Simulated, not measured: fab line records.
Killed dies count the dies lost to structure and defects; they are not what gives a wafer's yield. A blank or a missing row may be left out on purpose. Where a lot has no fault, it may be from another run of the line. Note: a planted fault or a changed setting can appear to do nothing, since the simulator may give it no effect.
fab line records | flow gf180mcu
record: lots: 6 wafers: 18 last_day: 34
route steps=602 shown HV_LDD@225 NSD@235 PSD@248
lots untouched by any fault: they come from a run of this same line in which no faults occurred
start_h: hours from the record's first day to the start of the lot's first wafer shown | wait_h: hours from the lot's prior step to this one | " identical to the entry in the row above | L1.1+2: one row covering several wafers at once | - either no value or no given start | * or withheld: withheld | < > ~ a bound
route shown NAME@n: NAME is a module with steps in the file, n the number in the route of the first one | usual: mean/standard deviation taken from wafers without a fault | same: alike in all rows | chamber/n: place in a boat | sites: each site's reading | _std_site: the values' standard deviation | _edge_site: inner sites' mean taken away from outer sites' mean | radius_mm: for every site, how far away it sits from the centre of the wafer | mask NAME#n: copy n | behind: tool/chamber where the wafer was last shaped | hold: reason for holding the lot/hours on hold/outcome of the hold | device: the n, p or np transistor that did not switch | end of line: tests of these same wafers at the route's end | a step given without rows: its recipe and nothing more | killed: not the wafer's yield, but the dies lost to structure and defects at the first sort | map: the dies of a wafer, with x for killed, . for not killed, _ for no die there
set.NAME: the run value of the setting; set.NAME@STEP: its run value at that earlier step | model.NAME: the simulator's own value behind a step, which no gauge read
lots at some steps of the route; a table a step, a row a wafer
services: from which hour (start_h, from the record's first day; less than 0 if before it) a tool's chamber was out of use, for how many hours, and why
== steps ==
step: GF_HV_LDD_STRIP_49
recipe: chemistry: O2/N2 power_w: 1400 pressure_mtorr: 1500 platen_temp_c: 250 o2_flow_sccm: 3000 n2_flow_sccm: 300 overash_fraction: 0.5
usual: drypump_motor_current_A: 5.6/0.5 heater_power_w: 331/17 oes_product_au: 0.715/0.0043 strip_time_to_endpoint_s: 12.62/0.031
columns lot.wafer tool chamber start_h wait_h drypump_motor_current_A heater_power_w oes_product_au rf_hours_counter_h strip_time_to_endpoint_s
L297.1 plasma_asher-02 1 285.67 0.1 5.6 324 0.715 71 12.57
L297.3 " 1 " " 5.6 326 0.722 - 12.61
L297.4 " 0 " " 5.5 335 0.712 - 12.60
L305.1 plasma_asher-02 0 337.97 0.1 5.4 331 0.717 78 12.66
L305.2 " 1 " " 5.6 329 0.714 78 12.67
L305.5 " 0 " " 5.4 335 0.717 - 12.63
L306.1 plasma_asher-03 1 347.41 0.1 4.9 351 0.718 73 12.62
L306.4 " 0 " " 6.5 305 0.719 - 12.59
L306.5 " 1 " " 4.9 362 0.717 - 12.60
L316.2 plasma_asher-03 0 433.03 0.1 6.5 301 0.716 0 12.62
L316.4 " 1 " " 4.9 346 0.717 - 12.62
L316.6 " 1 " " 4.9 345 0.718 - 12.64
L317.1 plasma_asher-03 1 439.78 0.1 4.9 345 0.710 1 12.57
L317.2 " 0 " " 6.5 306 0.711 1 12.59
L317.4 " 0 " " 6.5 296 0.715 - 12.64
L320.1 plasma_asher-03 1 458.37 0.1 4.9 334 0.718 3 12.67
L320.4 " 1 " " 4.9 342 0.708 - 12.67
L320.6 " 0 " " 6.5 300 0.716 - 12.66
step: GF_HV_LDD_TW_MEAS_50
usual: HV_LDD_4_TW: 570/4.2
columns lot.wafer tool chamber start_h wait_h HV_LDD_4_TW
L297.1 film_metro-01 - 285.77 0.1 565
L297.3 " - " " 567
L297.4 " - " " 566
L305.1 film_metro-02 - 338.07 0.1 572
L305.2 " - " " 572
L305.5 " - " " 570
L306.1 film_metro-01 - 347.51 0.1 570
L306.4 " - " " 570
L306.5 " - " " 569
L316.2 film_metro-03 - 433.14 0.1 568
L316.4 " - " " 567
L316.6 " - " " 569
L317.1 film_metro-01 - 439.88 0.1 569
L317.2 " - " " 568
L317.4 " - " " 568
L320.1 film_metro-01 - 458.47 0.1 566
L320.4 " - " " 562
L320.6 " - " " 566
step: GF_HV_LDD_CLEAN_51
recipe: chemistry: SC1/SC2 mix: 1:4:20 temp_c: 70 time_s: 150 dry: n2_spin
step: GF_HV_LDD_RTA_52
recipe: temp_c: 1000 time_s: 10 ambient: N2
usual: chamber_o2_ppm: 2.001/0.019 lamp_power_pct: 36/3.3 wafer_temp_C_max: 1005.0/1.1
columns lot.wafer tool chamber start_h wait_h chamber_o2_ppm lamp_power_pct wafer_temp_C_max
L297.1 rtp_anneal-01 0 285.88 0.0 1.992 33 1004.0
L297.3 " 0 " " 2.012 33 1005.2
L297.4 " 0 " " 2.008 33 1004.9
L305.1 rtp_anneal-02 0 338.18 0.0 1.989 39 1005.3
L305.2 " 0 " " 1.980 39 1005.0
L305.5 " 0 " " 1.992 39 1005.1
L306.1 rtp_anneal-01 0 347.62 0.0 2.007 33 1006.3
L306.4 " 0 " " 1.971 33 1006.7
L306.5 " 0 " " 1.982 33 1006.2
L316.2 rtp_anneal-01 0 433.25 0.0 2.008 33 1004.9
L316.4 " 0 " " 1.976 33 1006.3
L316.6 " 0 " " 1.992 33 1005.0
L317.1 rtp_anneal-01 0 440.00 0.0 2.002 33 1006.8
L317.2 " 0 " " 2.009 33 1007.5
L317.4 " 0 " " 2.012 33 1005.0
L320.1 rtp_anneal-01 0 458.58 0.0 2.023 33 1004.2
L320.4 " 0 " " 1.987 33 1004.2
L320.6 " 0 " " 2.002 33 1004.3
step: GF_HV_LDD_RS_MEAS_53
recipe: thk_meas_gauge: four-point-probe
usual: HV_LDD_RS: 418.7/0.83
columns lot.wafer tool chamber start_h wait_h HV_LDD_RS[ohm/sq]
L297.1 film_metro-03 - 285.95 0.1 419.3
L297.3 " - " " 418.4
L297.4 " - " " 418.9
L305.1 film_metro-03 - 338.25 0.1 419.5
L305.2 " - " " 418.0
L305.5 " - " " 418.7
L306.1 film_metro-03 - 347.69 0.1 419.4
L306.4 " - " " 419.6
L306.5 " - " " 418.6
L316.2 film_metro-03 - 433.33 0.1 420.5
L316.4 " - " " 420.0
L316.6 " - " " 420.5
L317.1 film_metro-03 - 440.06 0.1 418.3
L317.2 " - " " 417.9
L317.4 " - " " 418.2
L320.1 film_metro-03 - 458.64 0.1 419.4
L320.4 " - " " 417.5
L320.6 " - " " 418.1
step: GF_HV_LDD_CVD_54
recipe: material: SiO2 target_thk_nm: 10 precursor: TEOS temp_c: 680 time_s: 75 pressure_mtorr: 400
step: GF_HV_LDD_THK_MEAS_55
recipe: reads: SiO2_of_HV_LDD_CVD_54
usual: HV_LDD_CVD_54_THK: 9.91/0.15
columns lot.wafer tool chamber start_h wait_h HV_LDD_CVD_54_THK[nm]
L297.1 film_metro-03 - 288.37 0.0 9.96
L297.3 " - " " 9.92
L297.4 " - " " 10.01
L305.1 film_metro-03 - 339.51 0.0 9.77
L305.2 " - " " 9.77
L305.5 " - " " 9.80
L306.1 film_metro-01 - 348.83 0.0 9.89
L306.4 " - " " 9.97
L306.5 " - " " 10.02
L316.2 film_metro-02 - 434.46 0.0 9.77
L316.4 " - " " 9.81
L316.6 " - " " 9.96
L317.1 film_metro-01 - 441.21 0.0 9.76
L317.2 " - " " 9.93
L317.4 " - " " 9.84
L320.1 film_metro-03 - 459.78 0.0 10.08
L320.4 " - " " 10.04
L320.6 " - " " 10.00
step: GF_HV_LDD_CVD_56
recipe: material: Si3N4 precursor: DCS/NH3 target_thk_nm: 90 temp_c: 770 time_s: 1543 pressure_mtorr: 250
step: GF_HV_LDD_THK_MEAS_57
recipe: reads: Si3N4_of_HV_LDD_CVD_56
usual: HV_LDD_CVD_56_THK: 89.8/0.73
columns lot.wafer tool chamber start_h wait_h HV_LDD_CVD_56_THK[nm]
L297.1 film_metro-03 - 290.57 0.0 90.3
L297.3 " - " " 91.0
L297.4 " - " " 90.3
L305.1 film_metro-01 - 343.12 0.0 88.9
L305.2 " - " " 89.5
L305.5 " - " " 89.4
L306.1 film_metro-02 - 350.32 0.0 89.3
L306.4 " - " " 89.5
L306.5 " - " " 89.5
L316.2 film_metro-03 - 435.95 0.0 89.6
L316.4 " - " " 88.6
L316.6 " - " " 89.2
L317.1 film_metro-01 - 442.74 0.0 90.3
L317.2 " - " " 90.0
L317.4 " - " " 90.6
L320.1 film_metro-02 - 461.99 0.0 90.7
L320.4 " - " " 90.7
L320.6 " - " " 91.2
step: GF_HV_LDD_ETCHBACK_58
recipe: chemistry: CH3F/O2 target: Si3N4 stop_on: SiO2 source_w: 400 bias_w: 80 pressure_mtorr: 25 ch3f_flow_sccm: 40 O2_flow_sccm: 30 time_s: 100 target_depth_a: 900
usual: drypump_motor_current_A: 5.9/0.41 oes_product_au: 0.841/0.0064 throttle_valve_pct: 10.560/0.0086
columns lot.wafer tool chamber start_h wait_h drypump_motor_current_A oes_product_au rf_hours_counter_h throttle_valve_pct
L297.1 rie_diel-03 3 290.63 0.1 6.0 0.849 8 10.577
L297.3 " 1 " " 5.6 0.846 135 10.559
L297.4 " 2 " " 5.6 0.836 11 10.569
L305.1 rie_diel-01 0 343.18 0.1 6.4 0.835 86 10.568
L305.2 " 3 " " 5.2 0.829 58 10.562
L305.5 " 0 " " 6.4 0.840 - 10.563
L306.1 rie_diel-03 0 350.38 0.1 6.4 0.834 121 10.549
L306.4 " 2 " " 5.6 0.841 13 10.560
L306.5 " 2 " " 5.6 0.840 - 10.551
L316.2 rie_diel-01 3 436.00 0.0 5.2 0.847 60 10.556
L316.4 " 3 " " 5.2 0.835 - 10.553
L316.6 " 0 " " 6.4 0.838 - 10.557
L317.1 rie_diel-01 0 442.80 0.1 6.4 0.842 89 10.584
L317.2 " 1 " " 5.7 0.836 2 10.571
L317.4 " 1 " " 5.7 0.852 - 10.564
L320.1 rie_diel-02 0 462.05 0.1 6.0 0.854 71 10.551
L320.4 " 2 " " 6.4 0.854 19 10.554
L320.6 " 3 " " 5.3 0.849 - 10.575
step: GF_NSD_DEHYDRATE_00
recipe: temp_c: 200 time_s: 60
step: GF_NSD_HMDS_01
recipe: prime_time_s: 60 prime_temp_c: 120
step: GF_NSD_COAT_02
recipe: resist: NOVOLAK spin_rpm: 3000 resist_thk_nm: 1000
usual: chill_plate_temp_C: 22.98/0.11 dispense_pressure_kPa: 51.5/2.7
columns lot.wafer tool chamber start_h wait_h chill_plate_temp_C dispense_pressure_kPa
L297.1 litho_track-02 0 299.67 0.1 22.97 48.0
L297.3 " 0 " " 23.05 48.0
L297.4 " 0 " " 23.10 48.0
L305.1 litho_track-02 - 352.57 0.1 - -
L305.2 " - " " - -
L305.5 " - " " - -
L306.1 litho_track-02 - 360.77 0.1 - -
L306.4 " - " " - -
L306.5 " - " " - -
L316.2 litho_track-04 0 447.59 0.1 23.12 53.1
L316.4 " 0 " " 23.07 53.1
L316.6 " 0 " " 23.23 53.1
L317.1 litho_track-03 0 455.00 0.1 23.13 54.2
L317.2 " 0 " " 22.96 54.2
L317.4 " 0 " " 23.07 54.2
L320.1 litho_track-04 0 473.16 0.1 22.77 53.1
L320.4 " 0 " " 22.90 53.1
L320.6 " 0 " " 23.01 53.1
step: GF_NSD_SOFTBAKE_03
recipe: temp_c: 90 time_s: 60 resist: NOVOLAK
step: GF_NSD_EXPOSE_04
recipe: mask_id: Nplus target_cd_nm: 400 na: 0.6 source_shape: conventional sigma_outer: 0.6 dose_mj: 140
step: GF_NSD_PEB_05
recipe: temp_c: withheld time_s: * resist: NOVOLAK
step: GF_NSD_DEVELOP_06
recipe: develop_time_s: 60 dev_temp_c: 23
step: GF_NSD_CD_MEAS_07
recipe: target_cd_nm: 400
usual: cd_nm: 399.7/2.1
columns lot.wafer tool chamber start_h wait_h cd_nm
L297.1 cd_sem-02 - 310.46 0.1 403.7
L297.3 " - " " 401.9
L297.4 " - " " 401.8
L305.1 cd_sem-01 - 363.15 0.1 -
L305.2 " - " " -
L305.5 " - " " -
L306.1 cd_sem-02 - 371.86 0.1 -
L306.4 " - " " -
L306.5 " - " " -
L316.2 cd_sem-01 - 459.93 0.1 400.3
L316.4 " - " " 399.5
L316.6 " - " " 401.4
L317.1 cd_sem-01 - 467.21 0.1 402.5
L317.2 " - " " 404.9
L317.4 " - " " 404.4
L320.1 cd_sem-01 - 485.85 0.1 401.7
L320.4 " - " " 402.0
L320.6 " - " " 400.4
step: GF_NSD_OVL_MEAS_08
usual: NSD_OVL: 0.4/1.3
columns lot.wafer tool chamber start_h wait_h NSD_OVL[nm]
L297.1 overlay-01 - 310.58 0.1 -1.2
L297.3 " - " " 0.9
L297.4 " - " " 0.6
L305.1 overlay-02 - 363.27 0.1 -
L305.2 " - " " -
L305.5 " - " " -
L306.1 overlay-01 - 371.98 0.1 -
L306.4 " - " " -
L306.5 " - " " -
L316.2 overlay-01 - 460.04 0.1 0.4
L316.4 " - " " -0.1
L316.6 " - " " -1.1
L317.1 overlay-02 - 467.33 0.1 0.6
L317.2 " - " " 1.3
L317.4 " - " " 1.8
L320.1 overlay-01 - 485.97 0.1 1.7
L320.4 " - " " 2.5
L320.6 " - " " 0.5
step: GF_NSD_IMPLANT_09
recipe: species: As energy_kev: 60 dose_cm2: 4e+15 tilt_deg: 7
step: GF_NSD_IMPLANT_10
recipe: species: P energy_kev: 40 dose_cm2: 5e+14 tilt_deg: 7
step: GF_NSD_STRIP_11
recipe: chemistry: O2/N2 power_w: 1400 pressure_mtorr: 1500 platen_temp_c: 250 o2_flow_sccm: 3000 n2_flow_sccm: 300 overash_fraction: 0.5
usual: drypump_motor_current_A: 6.0/0.36 heater_power_w: 351/20 oes_product_au: 0.487/0.0052 strip_time_to_endpoint_s: 22.95/0.036
columns lot.wafer tool chamber start_h wait_h drypump_motor_current_A heater_power_w oes_product_au rf_hours_counter_h strip_time_to_endpoint_s
L297.1 plasma_asher-01 1 310.91 0.1 6.4 387 0.481 54 22.88
L297.3 " 0 " " 6.5 354 0.493 - 22.93
L297.4 " 1 " " 6.4 386 0.488 - 22.90
L305.1 plasma_asher-02 1 363.61 0.1 5.6 320 - 82 -
L305.2 " 0 " " 5.4 325 - 82 -
L305.5 " 0 " " 5.4 333 - - -
L306.1 plasma_asher-04 0 372.32 0.1 5.7 352 - 24 -
L306.4 " 1 " " 5.8 344 - - -
L306.5 " 1 " " 5.8 343 - - -
L316.2 plasma_asher-04 1 460.37 0.1 5.9 338 0.475 33 22.97
L316.4 " 0 " " 5.7 358 0.496 - 22.97
L316.6 " 1 " " 5.9 347 0.483 - 22.92
L317.1 plasma_asher-04 1 467.67 0.1 5.8 336 0.495 34 22.91
L317.2 " 0 " " 5.7 347 0.488 34 22.92
L317.4 " 1 " " 5.9 344 0.488 - 22.93
L320.1 plasma_asher-01 1 486.31 0.1 6.4 388 0.486 70 22.95
L320.4 " 1 " " 6.4 390 0.492 - 22.94
L320.6 " 0 " " 6.4 343 0.495 - 22.93
step: GF_NSD_TW_MEAS_12
usual: NSD_TW: 4261/35
columns lot.wafer tool chamber start_h wait_h NSD_TW
L297.1 film_metro-02 - 311.01 0.1 4249
L297.3 " - " " 4260
L297.4 " - " " 4254
L305.1 film_metro-02 - 363.71 0.1 4269
L305.2 " - " " 4258
L305.5 " - " " 4279
L306.1 film_metro-02 - 372.42 0.1 4274
L306.4 " - " " 4262
L306.5 " - " " 4277
L316.2 film_metro-04 - 460.48 0.1 4281
L316.4 " - " " 4262
L316.6 " - " " 4297
L317.1 film_metro-02 - 467.77 0.1 4257
L317.2 " - " " 4252
L317.4 " - " " 4234
L320.1 film_metro-04 - 486.41 0.1 4289
L320.4 " - " " 4293
L320.6 " - " " 4292
step: GF_PSD_DEHYDRATE_00
recipe: temp_c: 200 time_s: 60
step: GF_PSD_HMDS_01
recipe: prime_time_s: 60 prime_temp_c: 120
step: GF_PSD_COAT_02
recipe: resist: NOVOLAK spin_rpm: 3000 resist_thk_nm: 1005
step: GF_PSD_SOFTBAKE_03
recipe: temp_c: 90 time_s: 60 resist: NOVOLAK
step: GF_PSD_EXPOSE_04
recipe: mask_id: Pplus target_cd_nm: 400 na: 0.6 source_shape: conventional sigma_outer: 0.6 dose_mj: 140
step: GF_PSD_PEB_05
recipe: temp_c: withheld time_s: * resist: NOVOLAK
step: GF_PSD_DEVELOP_06
recipe: develop_time_s: 60 dev_temp_c: 23
step: GF_PSD_CD_MEAS_07
recipe: target_cd_nm: 400
usual: cd_nm: 399.2/2.1
columns lot.wafer tool chamber start_h wait_h cd_nm
L297.1 cd_sem-01 - 330.68 0.1 397.2
L297.3 " - " " 394.4
L297.4 " - " " 396.7
L305.1 cd_sem-01 - 385.67 0.1 399.7
L305.2 " - " " 399.3
L305.5 " - " " 402.8
L306.1 cd_sem-02 - 394.67 0.1 401.0
L306.4 " - " " 400.6
L306.5 " - " " 403.3
L316.2 cd_sem-02 - 484.00 0.1 399.2
L316.4 " - " " 402.2
L316.6 " - " " 402.0
L317.1 cd_sem-01 - 491.68 0.1 396.8
L317.2 " - " " 398.1
L317.4 " - " " 397.8
L320.1 cd_sem-02 - 509.56 0.1 396.5
L320.4 " - " " 398.7
L320.6 " - " " 397.5
step: GF_PSD_OVL_MEAS_08
usual: PSD_OVL: -0.2/1.3
columns lot.wafer tool chamber start_h wait_h PSD_OVL[nm]
L297.1 overlay-01 - 330.80 0.1 1.4
L297.3 " - " " 1.1
L297.4 " - " " -0.9
L305.1 overlay-02 - 385.79 0.1 -1.0
L305.2 " - " " -0.4
L305.5 " - " " -1.0
L306.1 overlay-01 - 394.79 0.1 0.7
L306.4 " - " " 0.9
L306.5 " - " " -0.3
L316.2 overlay-01 - 484.10 0.1 -0.3
L316.4 " - " " -1.5
L316.6 " - " " -1.6
L317.1 overlay-01 - 491.80 0.1 -0.4
L317.2 " - " " -1.7
L317.4 " - " " 0.3
L320.1 overlay-02 - 509.68 0.1 0.1
L320.4 " - " " 0.2
L320.6 " - " " 1.1
step: GF_PSD_IMPLANT_09
recipe: species: BF2 energy_kev: 40 dose_cm2: 1.5e+15 tilt_deg: 7
step: GF_PSD_STRIP_10
recipe: chemistry: O2/N2 power_w: 1400 pressure_mtorr: 1500 platen_temp_c: 250 o2_flow_sccm: 3000 n2_flow_sccm: 300 overash_fraction: 0.5
usual: drypump_motor_current_A: 6.0/0.5 heater_power_w: 349/22 oes_product_au: 0.592/0.0042 strip_time_to_endpoint_s: 16.59/0.039
columns lot.wafer tool chamber start_h wait_h drypump_motor_current_A heater_power_w oes_product_au rf_hours_counter_h strip_time_to_endpoint_s
L297.1 plasma_asher-04 1 330.99 0.1 5.8 344 0.597 21 16.58
L297.3 " 1 " " 5.8 342 0.590 - 16.59
L297.4 " 0 " " 5.7 354 0.591 - 16.60
L305.1 plasma_asher-04 0 385.98 0.1 5.8 357 0.592 25 16.60
L305.2 " 1 " " 5.9 343 0.590 25 16.58
L305.5 " 1 " " 5.9 350 0.595 - 16.53
L306.1 plasma_asher-04 0 394.98 0.1 5.8 351 0.593 26 16.61
L306.4 " 0 " " 5.7 353 0.589 - 16.55
L306.5 " 1 " " 5.8 348 0.592 - 16.55
L316.2 plasma_asher-03 1 484.28 0.1 4.9 346 0.597 5 16.57
L316.4 " 0 " " 6.5 304 0.594 - 16.59
L316.6 " 1 " " 4.9 353 0.602 - 16.57
L317.1 plasma_asher-03 1 491.98 0.1 4.9 353 0.590 6 16.56
L317.2 " 0 " " 6.5 299 0.600 6 16.59
L317.4 " 1 " " 4.9 339 0.590 - 16.60
L320.1 plasma_asher-01 0 509.87 0.1 6.4 358 0.598 72 16.59
L320.4 " 0 " " 6.5 361 0.600 - 16.61
L320.6 " 0 " " 6.5 351 0.589 - 16.54
step: GF_PSD_TW_MEAS_11
usual: PSD_TW: 3200/22
columns lot.wafer tool chamber start_h wait_h PSD_TW
L297.1 film_metro-02 - 331.09 0.1 3142
L297.3 " - " " 3159
L297.4 " - " " 3182
L305.1 film_metro-04 - 386.08 0.1 4278
L305.2 " - " " 4306
L305.5 " - " " 4299
L306.1 film_metro-04 - 395.08 0.1 4305
L306.4 " - " " 4305
L306.5 " - " " 4309
L316.2 film_metro-04 - 484.39 0.1 3221
L316.4 " - " " 3192
L316.6 " - " " 3205
L317.1 film_metro-02 - 492.08 0.1 3200
L317.2 " - " " 3212
L317.4 " - " " 3208
L320.1 film_metro-04 - 509.97 0.1 3227
L320.4 " - " " 3213
L320.6 " - " " 3206
step: GF_PSD_CLEAN_12
recipe: chemistry: SC1/SC2 mix: 1:4:20 temp_c: 70 time_s: 150 dry: n2_spin
== services ==
columns tool chamber start_h hours kind
rie_diel-01 3 270.36 4.3 repair
plasma_asher-01 - 280.59 0.7 repair
rie_diel-02 0 291.21 4.1 repair
plasma_asher-01 - 301.21 0.8 repair
plasma_asher-04 - 310.91 12.1 repair
rie_diel-03 0 323.36 9.1 repair
plasma_asher-01 - 331.85 28.1 pm
rie_diel-03 - 334.80 2.8 pm
plasma_asher-04 - 335.11 1.5 repair
rie_diel-01 3 345.01 2.5 repair
plasma_asher-04 - 353.58 4.3 repair
rie_diel-02 1 356.38 56.8 repair
plasma_asher-04 - 356.53 14.5 repair
rie_diel-01 2 374.75 4.9 repair
rie_diel-01 1 384.57 7.7 repair
plasma_asher-03 - 401.96 0.8 repair
rie_diel-01 1 408.70 15.0 repair
plasma_asher-03 - 421.25 9.0 pm
plasma_asher-03 0 421.25 9.0 vent_cycle
plasma_asher-03 1 421.25 9.0 vent_cycle
plasma_asher-03 0 430.25 - clean
plasma_asher-03 1 430.25 - clean
rie_diel-01 - 439.68 0.6 repair
rtp_anneal-02 - 453.98 1.6 repair
== key ==
first_sign: step: GF_NSD_COAT_02 reading: tool_record direction: missing
effect: step: GF_NSD_CD_MEAS_07 reading: cd_nm direction: missing
effect: step: GF_NSD_OVL_MEAS_08 reading: NSD_OVL direction: missing
effect: step: GF_PSD_TW_MEAS_11 reading: PSD_TW direction: up sigmas: 50 usual: 3200 struck: 4300
met_at GF_NSD_COAT_02
struck_wafers L305.1,L305.2,L305.5,L306.1,L306.4,L306.5
sort_left_out L305.1,L305.2,L305.5,L306.1,L306.4,L306.5
tester_left_out L305,L306
onset_between 299.67 352.57
fault: kind: skipped_step_whole tool: litho_track-02 chamber: - onset_h: 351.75 steps: GF_NSD_COAT_02 scope: struck_lots_only
tester_left_out: of these lots the tester's yield and bins aren't shown, on N5 and GAA mostly nor the transistor test; their killed dies are dies lost to structure and defects alone, not to doping, threshold or leakage, so they don't give the yield
sort_left_out: the simulated sort isn't trusted on such a fault, so these wafers' sort isn't shown, and their yield isn't known
